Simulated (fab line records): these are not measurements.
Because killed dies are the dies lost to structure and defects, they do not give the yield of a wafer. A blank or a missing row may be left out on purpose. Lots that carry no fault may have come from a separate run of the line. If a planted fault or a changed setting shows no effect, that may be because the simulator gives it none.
Struck lot and sound lot, side by side :: flow sky130 :: 14 out of 708 route steps
Sound: wafers L319.1, L319.3, L319.5. Wafers L309.4, L309.5, L309.6 were the ones struck. At the end, the cause is stated.
For every step that has rows: the tool of each side, followed by ch and its chambers, followed by its first start. Under that, the readings that differ: sound wafers :: struck wafers :: difference of the means :: sigmas: that difference in standard deviations of wafers without a fault.
alike: a reading whose means differ by less than 2 such deviations, as well as words and numbers matching on both sides. not compared: withheld readings; readings where some wafer has no value; bounds like >300 that might hide an equal value; numbers whose values overlap and for which the record gives no deviation.
A row with sigmas, a row that says differs or no value, or rows on one side alone: a step with any of these is where the two part. Non-overlapping numbers with no deviation appear without sigmas and do not part them. A reading missing from all wafers of one side parts the sides only when that side holds two or more wafers.

first, 2 steps without rows for these wafers: SKY_RES_PROTECT_DEVELOP_06 (develop time 60 s); SKY_POLY_GATE_IMPLANT_02.
SKY_RES_PROTECT_STRIP_07: strips in O2/N2.
  sound on plasma_asher-01 ch 0,1, day 22 11:42; struck on plasma_asher-01 ch 0,1, day 18 12:47
  alike: drypump_motor_current_A, oes_product_au, strip_time_to_endpoint_s
  not compared: rf_hours_counter_h
SKY_RES_PROTECT_TW_MEAS_08:
  struck on film_metro-02, day 18 12:53; sound on film_metro-03, day 22 11:48
  alike: POLY_GATE_TW
then, 2 steps without rows for these wafers: SKY_RES_PROTECT_CLEAN_09 (cleans in SC1/SC2, time 150 s); SKY_POLY_GATE_CVD_03 (deposits Si3N4 from DCS/NH3, target thk 75 nm, time 1290 s).
SKY_POLY_GATE_THK_MEAS_04:
  struck on film_metro-03, day 18 14:21; sound on film_metro-04, day 22 14:34
  alike: POLY_GATE_CVD_03_THK
then, 5 steps without rows for these wafers: SKY_POLY_GATE_DEHYDRATE_05 (time 60 s); SKY_POLY_GATE_HMDS_06 (prime time 60 s); SKY_POLY_GATE_COAT_07 (resist thk 110 nm); SKY_POLY_GATE_COAT_08 (resist thk 450 nm); SKY_POLY_GATE_SOFTBAKE_09 (time 90 s).
SKY_POLY_GATE_EXPOSE_10: exposes mask P1M, target cd 150 nm.
  struck on krf_scanner-02, day 19 06:35; sound on krf_scanner-01 ch 0, day 23 06:13
  no value came back on the struck wafers for exposure_dose_mJ_cm2, focus_offset_nm (nm); on the sound wafers exposure_dose_mJ_cm2 reads 27.953 27.933 27.987
  alike: mask
then, 1 step without rows for these wafers: SKY_POLY_GATE_PEB_11.

## WHERE THEY PART
SKY_POLY_GATE_EXPOSE_10 only, going by this record.

WHY: what the simulator had put in
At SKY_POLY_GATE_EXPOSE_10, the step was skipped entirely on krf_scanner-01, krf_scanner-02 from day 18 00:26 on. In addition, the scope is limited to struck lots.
